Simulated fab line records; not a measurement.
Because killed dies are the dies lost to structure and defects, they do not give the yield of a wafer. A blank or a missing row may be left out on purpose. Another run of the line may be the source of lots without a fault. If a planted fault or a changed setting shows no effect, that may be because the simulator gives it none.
fab line records + flow sfq_line
[record]
- lots = 6
- wafers = 18
- last_day = 91
route steps=325 shown M3@132 I3@133
lots that met no fault: taken from a fault-free run of the same line
start_h: the number of hours between the record's first day and the start of the first shown wafer of the lot + wait_h: hours elapsed since this lot's preceding step + " unchanged from the row above + L1.1+2: one row covering several wafers at once + - either no value or no given start + * or withheld: withheld + < > ~ a bound
route shown NAME@n: NAME is a module with steps in the file, n the number in the route of the first one + usual: mean and standard deviation over wafers with no fault + same: alike in all rows + chamber/n: place in a boat + sites: readings site by site + _std_site: standard deviation of those values + _edge_site: inner sites' mean taken away from outer sites' mean + radius_mm: how far each site lies from the wafer's centre + mask NAME#n: copy n + behind: the tool/chamber that last shaped the wafer + hold: what put the lot on hold/how long, in hours/how the hold closed + device: whichever transistor did not switch (one of n, p or np) + end of line: the tests these same wafers got at the end of their route + a step with no rows: only its recipe + killed: the dies lost at the first sort to structure and to defects; this is not the yield of the wafer + map: shows each die of a wafer: x if killed, . if not, _ if none is there
set.NAME: setting as actually run; set.NAME@STEP: the setting as run at that earlier step + model.NAME: the simulator's own value behind a step, which no gauge read
a table for each step, a row for each wafer; lots at some steps of the route
services: from which hour (start_h, from the record's first day; less than 0 if before it) a tool's chamber was out of use, for how many hours, and why
[[steps]]
[step SFQ_TRILAYER_M3_STRIP_SOLV_CLEAN_080]
[recipe]
- chemistry = NMP
- temp_c = 70
- time_s = 600
[step SFQ_TRILAYER_I3_DEP_PECVD_081]
[recipe]
- material = SiO2
- temp_c = 150
- time_s = 108.9
- pressure_torr = 2.4
- rf_w = 183.3
- precursor = SiH4/N2O
- target_thk_nm = 500
[usual]
- heater_power_w = 82/18
- throttle_valve_pct = 24.7/1
[same]
- time_s = 108.9
| lot.wafer | tool     | chamber | start_h | wait_h | heater_power_w | throttle_valve_pct |
|-----------|----------|---------|---------|--------|----------------|--------------------|
| L146.4    | pecvd-01 | 0       | 870.75  | 0.0    | 90             | 24.9               |
| L146.5    | "        | 2       | "       | "      | 60             | 23.6               |
| L146.6    | "        | 1       | "       | "      | 43             | 25.3               |
| L147.4    | pecvd-04 | 2       | 880.08  | 0.0    | 86             | 24.2               |
| L147.5    | "        | 0       | "       | "      | 89             | 23.4               |
| L147.6    | "        | 1       | "       | "      | 92             | 23.1               |
| L158.1    | pecvd-01 | 1       | 1005.67 | 0.0    | 50             | 25.4               |
| L158.2    | "        | 2       | "       | "      | 64             | 24.0               |
| L158.5    | "        | 1       | "       | "      | 37             | 25.1               |
| L161.1    | pecvd-04 | 2       | 1012.87 | 0.0    | 79             | 24.9               |
| L161.3    | "        | 1       | "       | "      | 93             | 23.7               |
| L161.5    | "        | 0       | "       | "      | 92             | 23.9               |
| L167.1    | pecvd-03 | 0       | 1037.12 | 0.0    | 109            | 26.1               |
| L167.4    | "        | 0       | "       | "      | 92             | 26.2               |
| L167.6    | "        | 1       | "       | "      | 87             | 26.2               |
| L168.2    | pecvd-04 | 2       | 1073.12 | 0.0    | 80             | 24.8               |
| L168.3    | "        | 1       | "       | "      | 84             | 23.8               |
| L168.4    | "        | 2       | "       | "      | 83             | 25.2               |
[step SFQ_TRILAYER_I3_CMP_CMP_082]
[recipe]
- material = SiO2
- down_force_psi = 3
- platen_rpm = 60
- pad_velocity_m_s = 0.94248
[usual]
- motor_current_A = 10.4/1.2
- time_to_endpoint_s = 206/8.3
| lot.wafer | tool   | chamber | start_h | wait_h | motor_current_A | time_to_endpoint_s |
|-----------|--------|---------|---------|--------|-----------------|--------------------|
| L146.4    | cmp-02 | 1       | 891.65  | 20.9   | 9.6             | 202                |
| L146.6    | "      | 0       | 893.15  | 22.4   | 9.8             | 219                |
| L146.5    | "      | 1       | "       | "      | 9.4             | 205                |
| L147.4    | cmp-02 | 0       | 901.15  | 21.0   | 10.1            | 219                |
| L147.5    | "      | 2       | 902.15  | 22.0   | 8.4             | 209                |
| L147.6    | "      | 3       | "       | "      | 11.1            | 203                |
| L158.2    | cmp-01 | 2       | 1005.75 | 0.0    | 11.1            | 203                |
| L158.1    | "      | 0       | 1006.75 | 1.0    | 11.1            | 205                |
| L158.5    | "      | 2       | 1007.75 | 2.0    | 11.2            | 201                |
| L161.1    | cmp-02 | 2       | 1013.63 | 0.7    | 8.5             | 192                |
| L161.3    | "      | 0       | 1014.63 | 1.7    | 9.0             | 202                |
| L161.5    | "      | 3       | 1016.13 | 3.2    | 10.9            | 200                |
| L167.4    | cmp-02 | 1       | 1038.22 | 1.0    | 9.9             | 204                |
| L167.1    | "      | 0       | 1039.72 | 2.6    | 9.7             | 209                |
| L167.6    | "      | 2       | 1040.72 | 3.5    | 8.4             | 198                |
| L168.4    | cmp-01 | 1       | 1073.20 | 0.0    | 9.7             | 218                |
| L168.3    | "      | 3       | 1074.20 | 1.0    | 12.0            | 223                |
| L168.2    | "      | 0       | "       | "      | 11.2            | 204                |
[step SFQ_I3_BOW_MEAS_922]
[recipe]
- mode = bow
[usual]
- I3_BOW = 2/9.7
| lot.wafer | tool          | chamber | start_h | wait_h | I3_BOW[um] |
|-----------|---------------|---------|---------|--------|------------|
| L146.4    | film_metro-01 | -       | 894.21  | 2.1    | 1          |
| L146.5    | "             | -       | "       | "      | -5         |
| L146.6    | "             | -       | "       | "      | -1         |
| L147.4    | film_metro-03 | -       | 903.21  | 1.6    | 5          |
| L147.5    | "             | -       | "       | "      | 14         |
| L147.6    | "             | -       | "       | "      | -2         |
| L158.1    | film_metro-03 | -       | 1008.75 | 1.5    | -10        |
| L158.2    | "             | -       | "       | "      | 14         |
| L158.5    | "             | -       | "       | "      | -7         |
| L161.1    | film_metro-01 | -       | 1016.63 | 2.5    | -6         |
| L161.3    | "             | -       | "       | "      | 7          |
| L161.5    | "             | -       | "       | "      | -7         |
| L167.1    | film_metro-04 | -       | 1041.22 | 1.0    | -12        |
| L167.4    | "             | -       | "       | "      | -7         |
| L167.6    | "             | -       | "       | "      | -18        |
| L168.2    | film_metro-01 | -       | 1076.22 | 1.0    | 1          |
| L168.3    | "             | -       | "       | "      | -15        |
| L168.4    | "             | -       | "       | "      | -1         |
[step SFQ_TRILAYER_I3_METRO_MEASURE_083]
[usual]
- thk_nm = 199.4/1.3
| lot.wafer | tool          | chamber | start_h | wait_h | thk_nm |
|-----------|---------------|---------|---------|--------|--------|
| L146.4    | film_metro-01 | -       | 894.87  | 0.6    | 198.8  |
| L146.5    | "             | -       | "       | "      | 199.3  |
| L146.6    | "             | -       | "       | "      | 199.4  |
| L147.4    | film_metro-03 | -       | 903.87  | 0.6    | 199.1  |
| L147.5    | "             | -       | "       | "      | 197.3  |
| L147.6    | "             | -       | "       | "      | 197.6  |
| L158.1    | film_metro-03 | -       | 1008.87 | 0.1    | 199.1  |
| L158.2    | "             | -       | "       | "      | 198.6  |
| L158.5    | "             | -       | "       | "      | 198.0  |
| L161.1    | film_metro-01 | -       | 1016.75 | 0.1    | 199.1  |
| L161.3    | "             | -       | "       | "      | 200.6  |
| L161.5    | "             | -       | "       | "      | 198.1  |
| L167.1    | film_metro-04 | -       | 1041.34 | 0.1    | 201.2  |
| L167.4    | "             | -       | "       | "      | 199.5  |
| L167.6    | "             | -       | "       | "      | 199.1  |
| L168.2    | film_metro-01 | -       | 1076.52 | 0.3    | 200.3  |
| L168.3    | "             | -       | "       | "      | 201.9  |
| L168.4    | "             | -       | "       | "      | 200.1  |
[step SFQ_TRILAYER_I3_VIA_LITHO_COAT_090]
[recipe]
- resist = BARC
- spin_rpm = 3000
- resist_thk_nm = 62
[step SFQ_TRILAYER_I3_VIA_LITHO_COAT_085]
[recipe]
- resist = KrF
- spin_rpm = 3000
- resist_thk_nm = 650
[step SFQ_TRILAYER_I3_VIA_LITHO_SOFTBAKE_089]
[recipe]
- temp_c = withheld
- time_s = withheld
- resist = KrF
[step SFQ_TRILAYER_I3_VIA_LITHO_EXPOSE_086]
[recipe]
- mask_id = I3
- na = 0.6
- source_shape = conventional
- sigma_outer = 0.65
- target_cd_nm = 500
- dose_mj = 21.3
[step SFQ_TRILAYER_I3_VIA_LITHO_PEB_088]
[recipe]
- peb_temp_c = 115
- peb_time_s = 60
- resist = KrF
[step SFQ_TRILAYER_I3_VIA_LITHO_DEVELOP_087]
[recipe]
- time_s = 60
- resist = KrF
[step SFQ_I3_OVL_MEAS_923]
[usual]
- I3_OVL = 1/3.6
| lot.wafer | tool       | chamber | start_h | wait_h | I3_OVL[nm] |
|-----------|------------|---------|---------|--------|------------|
| L146.4    | overlay-01 | -       | 1021.58 | 0.1    | 0          |
| L146.5    | "          | -       | "       | "      | 3          |
| L146.6    | "          | -       | "       | "      | -1         |
| L147.4    | overlay-02 | -       | 1036.23 | 0.1    | -6         |
| L147.5    | "          | -       | "       | "      | 2          |
| L147.6    | "          | -       | "       | "      | -1         |
| L158.1    | overlay-02 | -       | 1147.80 | 0.1    | -1         |
| L158.2    | "          | -       | "       | "      | -1         |
| L158.5    | "          | -       | "       | "      | 4          |
| L161.1    | overlay-01 | -       | 1159.72 | 0.1    | -3         |
| L161.3    | "          | -       | "       | "      | 2          |
| L161.5    | "          | -       | "       | "      | 4          |
| L167.1    | overlay-02 | -       | 1186.12 | 0.1    | -2         |
| L167.4    | "          | -       | "       | "      | 2          |
| L167.6    | "          | -       | "       | "      | 4          |
| L168.2    | overlay-02 | -       | 1221.78 | 0.1    | 6          |
| L168.3    | "          | -       | "       | "      | 8          |
| L168.4    | "          | -       | "       | "      | 6          |
[step SFQ_TRILAYER_I3_VIA_BARC_OPEN_VIA_ETCH_121]
[recipe]
- mask_material = PR
- chemistry = O2
- target_depth_nm = 125
- target = BARC
- source_w = 500
- bias_w = 80
- pressure_mtorr = 30
- time_s = 41.7
[usual]
- drypump_motor_current_A = 5.9/0.43
- oes_product_au = 0.685/0.0041
- rf_fwd_power_W = 494.4/2.6
[same]
- time_s = 41.7
| lot.wafer | tool        | chamber | start_h | wait_h | drypump_motor_current_A | oes_product_au | rf_fwd_power_W | rf_hours_counter_h | model.KrF_of_TRILAYER_I3_VIA_LITHO_COAT_085.thk_nm |
|-----------|-------------|---------|---------|--------|-------------------------|----------------|----------------|--------------------|----------------------------------------------------|
| L146.4    | rie_diel-04 | 2       | 1021.60 | 0.0    | 6.0                     | 0.673          | 491.5          | 8                  | 571.4                                              |
| L146.5    | "           | 0       | "       | "      | 6.0                     | 0.691          | 495.8          | -                  | 570.4                                              |
| L146.6    | "           | 3       | "       | "      | 5.4                     | 0.680          | 496.7          | -                  | 572.4                                              |
| L147.4    | rie_diel-02 | 3       | 1036.25 | 0.0    | 6.0                     | 0.682          | 495.6          | 11                 | 572                                                |
| L147.5    | "           | 3       | "       | "      | 6.0                     | 0.679          | 494.8          | -                  | 571.8                                              |
| L147.6    | "           | 0       | "       | "      | 5.0                     | 0.683          | 499.7          | -                  | 572.7                                              |
| L158.1    | rie_diel-02 | 2       | 1147.84 | 0.0    | 6.5                     | 0.681          | 295.3          | 11                 | 590.2                                              |
| L158.2    | "           | 3       | "       | "      | 6.0                     | 0.679          | 497.0          | 13                 | 573.1                                              |
| L158.5    | "           | 1       | "       | "      | 5.7                     | 0.683          | 492.5          | -                  | 574.5                                              |
| L161.1    | rie_diel-02 | 3       | 1159.76 | 0.0    | 6.0                     | 0.689          | 496.3          | 13                 | 576.1                                              |
| L161.3    | "           | 2       | "       | "      | 6.5                     | 0.687          | 297.2          | 11                 | 592.5                                              |
| L161.5    | "           | 2       | "       | "      | 6.5                     | 0.683          | 295.8          | -                  | 592                                                |
| L167.1    | rie_diel-04 | 1       | 1186.16 | 0.0    | 6.0                     | 0.682          | 495.1          | 4                  | 571.2                                              |
| L167.4    | "           | 0       | "       | "      | 6.0                     | 0.685          | 496.5          | 12                 | 569.5                                              |
| L167.6    | "           | 1       | "       | "      | 6.0                     | 0.688          | 498.0          | -                  | 570.9                                              |
| L168.2    | rie_diel-02 | 0       | 1221.81 | 0.0    | 5.1                     | 0.686          | 498.6          | 1                  | 571.8                                              |
| L168.3    | "           | 1       | "       | "      | 5.7                     | 0.692          | 492.3          | 4                  | 569.3                                              |
| L168.4    | "           | 2       | "       | "      | 6.5                     | 0.693          | 497.7          | 12                 | 568.4                                              |
[step SFQ_TRILAYER_I3_VIA_ETCH_VIA_ETCH_088]
[recipe]
- target = SiO2
- stop_on = Nb
- mask_material = PR
- taper_deg = 20
- chemistry = CHF3
- target_depth_nm = 260
- source_w = 500
- bias_w = 80
- pressure_mtorr = 30
- time_s = withheld
[usual]
- drypump_motor_current_A = 5.9/0.42
- oes_product_au = 0.854/0.0052
- rf_fwd_power_W = 498.2/1.6
| lot.wafer | tool        | chamber | start_h | wait_h | drypump_motor_current_A | oes_product_au | rf_fwd_power_W | model.KrF_of_TRILAYER_I3_VIA_LITHO_COAT_085.thk_nm |
|-----------|-------------|---------|---------|--------|-------------------------|----------------|----------------|----------------------------------------------------|
| L146.4    | rie_diel-04 | 2       | 1021.64 | 0.0    | 6.0                     | 0.855          | 495.4          | 526.5                                              |
| L146.5    | "           | 0       | "       | "      | 6.0                     | 0.851          | 499.1          | 525.1                                              |
| L146.6    | "           | 3       | "       | "      | 5.4                     | 0.849          | 496.7          | 528.1                                              |
| L147.4    | rie_diel-02 | 3       | 1036.29 | 0.0    | 6.0                     | 0.855          | 500.3          | 526.9                                              |
| L147.5    | "           | 3       | "       | "      | 6.0                     | 0.840          | 501.3          | 527                                                |
| L147.6    | "           | 0       | "       | "      | 5.1                     | 0.849          | 499.0          | 527.7                                              |
| L158.1    | rie_diel-02 | 2       | 1147.88 | 0.0    | 6.5                     | 0.857          | 497.9          | 544.8                                              |
| L158.2    | "           | 3       | "       | "      | 6.0                     | 0.857          | 500.9          | 528.2                                              |
| L158.5    | "           | 1       | "       | "      | 5.7                     | 0.850          | 495.7          | 529.2                                              |
| L161.1    | rie_diel-02 | 3       | 1159.80 | 0.0    | 6.1                     | 0.852          | 499.6          | 531.3                                              |
| L161.3    | "           | 2       | "       | "      | 6.5                     | 0.856          | 500.4          | 547.2                                              |
| L161.5    | "           | 2       | "       | "      | 6.5                     | 0.845          | 497.2          | 546.6                                              |
| L167.1    | rie_diel-04 | 1       | 1186.20 | 0.0    | 6.0                     | 0.854          | 501.9          | 527                                                |
| L167.4    | "           | 0       | "       | "      | 6.0                     | 0.853          | 501.0          | 524.3                                              |
| L167.6    | "           | 1       | "       | "      | 6.0                     | 0.855          | 500.3          | 527.1                                              |
| L168.2    | rie_diel-02 | 0       | 1221.85 | 0.0    | 5.1                     | 0.852          | 500.2          | 526.9                                              |
| L168.3    | "           | 1       | "       | "      | 5.7                     | 0.860          | 499.0          | 524.2                                              |
| L168.4    | "           | 2       | "       | "      | 6.5                     | 0.850          | 495.5          | 522.9                                              |
[step SFQ_TRILAYER_I3_VIA_STRIP_STRIP_089]
[recipe]
- gas = O2
- power_w = 200
- platen_temp_c = 40
- overash_fraction = 0.65
- chemistry = O2
- pressure_mtorr = 50
[usual]
- drypump_motor_current_A = 5.5/0.52
- oes_product_au = 0.997/0.0095
| lot.wafer | tool         | chamber | start_h | wait_h | drypump_motor_current_A | oes_product_au | rf_hours_counter_h |
|-----------|--------------|---------|---------|--------|-------------------------|----------------|--------------------|
| L146.4    | rie_metal-01 | 1       | 1022.35 | -      | 5.7                     | 1.001          | -                  |
| L146.5    | "            | 1       | "       | "      | 5.8                     | 1.014          | -                  |
| L146.6    | "            | 1       | "       | "      | 5.8                     | 1.005          | -                  |
| L147.4    | rie_metal-03 | 0       | 1036.60 | -      | 5.0                     | 0.989          | -                  |
| L147.5    | "            | 1       | "       | "      | 6.3                     | 1.015          | -                  |
| L147.6    | "            | 0       | "       | "      | 5.0                     | 0.991          | -                  |
| L158.1    | rie_metal-03 | 1       | 1147.99 | -      | 6.2                     | 1.010          | 33                 |
| L158.2    | "            | 0       | "       | "      | 5.0                     | 0.980          | 72                 |
| L158.5    | "            | 0       | "       | "      | 5.0                     | 0.977          | -                  |
| L161.1    | rie_metal-04 | 0       | 1159.91 | -      | 5.4                     | 1.002          | 125                |
| L161.3    | "            | 0       | "       | "      | 5.4                     | 0.989          | -                  |
| L161.5    | "            | 1       | "       | "      | 4.9                     | 0.999          | -                  |
| L167.1    | rie_metal-03 | 0       | 1186.31 | -      | 5.0                     | 0.986          | 76                 |
| L167.4    | "            | 1       | "       | "      | 6.2                     | 0.998          | -                  |
| L167.6    | "            | 0       | "       | "      | 5.0                     | 0.975          | -                  |
| L168.2    | rie_metal-04 | 1       | 1221.96 | -      | 4.9                     | 0.994          | 37                 |
| L168.3    | "            | 1       | "       | "      | 5.0                     | 1.004          | -                  |
| L168.4    | "            | 0       | "       | "      | 5.4                     | 1.010          | -                  |
[[services]]
| tool          | chamber | start_h | hours | kind   |
|---------------|---------|---------|-------|--------|
| rie_metal-03  | -       | 888.97  | 1.4   | pm     |
| pecvd-04      | 1       | 892.97  | 6.3   | repair |
| rie_diel-04   | 1       | 899.34  | 6.5   | repair |
| rie_diel-04   | 0       | 935.80  | 5.2   | repair |
| rie_metal-03  | 1       | 948.62  | 3.9   | repair |
| film_metro-01 | -       | 953.48  | 0.8   | pm     |
| film_metro-01 | -       | 956.89  | 0.6   | pm     |
| cmp-02        | -       | 958.41  | 1.0   | repair |
| rie_diel-04   | 0       | 967.74  | 4.8   | repair |
| rie_diel-02   | 3       | 991.28  | 4.3   | repair |
| cmp-02        | -       | 995.04  | 3.4   | repair |
| cmp-02        | -       | 999.57  | 0.7   | repair |
| cmp-02        | -       | 1027.19 | 4.0   | pm     |
| cmp-02        | -       | 1089.59 | 2.1   | repair |
| cmp-02        | -       | 1097.90 | 4.0   | pm     |
| rie_diel-02   | -       | 1102.92 | 2.2   | repair |
| cmp-02        | -       | 1105.00 | 2.2   | repair |
| rie_diel-04   | 0       | 1105.42 | 16.4  | repair |
| rie_diel-02   | 1       | 1116.58 | 1.9   | repair |
| cmp-02        | -       | 1144.47 | 0.7   | repair |
| cmp-02        | -       | 1167.35 | 1.6   | repair |
| rie_diel-02   | -       | 1177.96 | 15.6  | pm     |
| rie_diel-04   | -       | 1194.60 | 4.3   | pm     |
| rie_diel-04   | 0       | 1218.36 | 7.2   | repair |
[[key]]
[first_sign]
- step = SFQ_TRILAYER_I3_VIA_BARC_OPEN_VIA_ETCH_121
- reading = rf_fwd_power_W
- direction = down
- sigmas = 78
- usual = 494.4
- struck = 296.1
effect none on later readings
[model_effect]
- step = SFQ_TRILAYER_I3_VIA_BARC_OPEN_VIA_ETCH_121
- value = KrF_of_TRILAYER_I3_VIA_LITHO_COAT_085.thk_nm
- without = 572.4
- struck = 591.6
[model_effect]
- step = SFQ_TRILAYER_I3_VIA_ETCH_VIA_ETCH_088
- value = KrF_of_TRILAYER_I3_VIA_LITHO_COAT_085.thk_nm
- without = 527
- struck = 546.2
met_at SFQ_TRILAYER_I3_VIA_BARC_OPEN_VIA_ETCH_121
struck_wafers L158.1,L161.3,L161.5
[fault]
- kind = process_parameter_drift
- tool = rie_diel-02
- chamber = 2
- onset_h = 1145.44
- steps = SFQ_TRILAYER_I3_VIA_BARC_OPEN_VIA_ETCH_121
- channel = source_w
- offset = -200
- shape = step
- end_h = 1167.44
- acts_in = these_recipes_only
- stated = 500
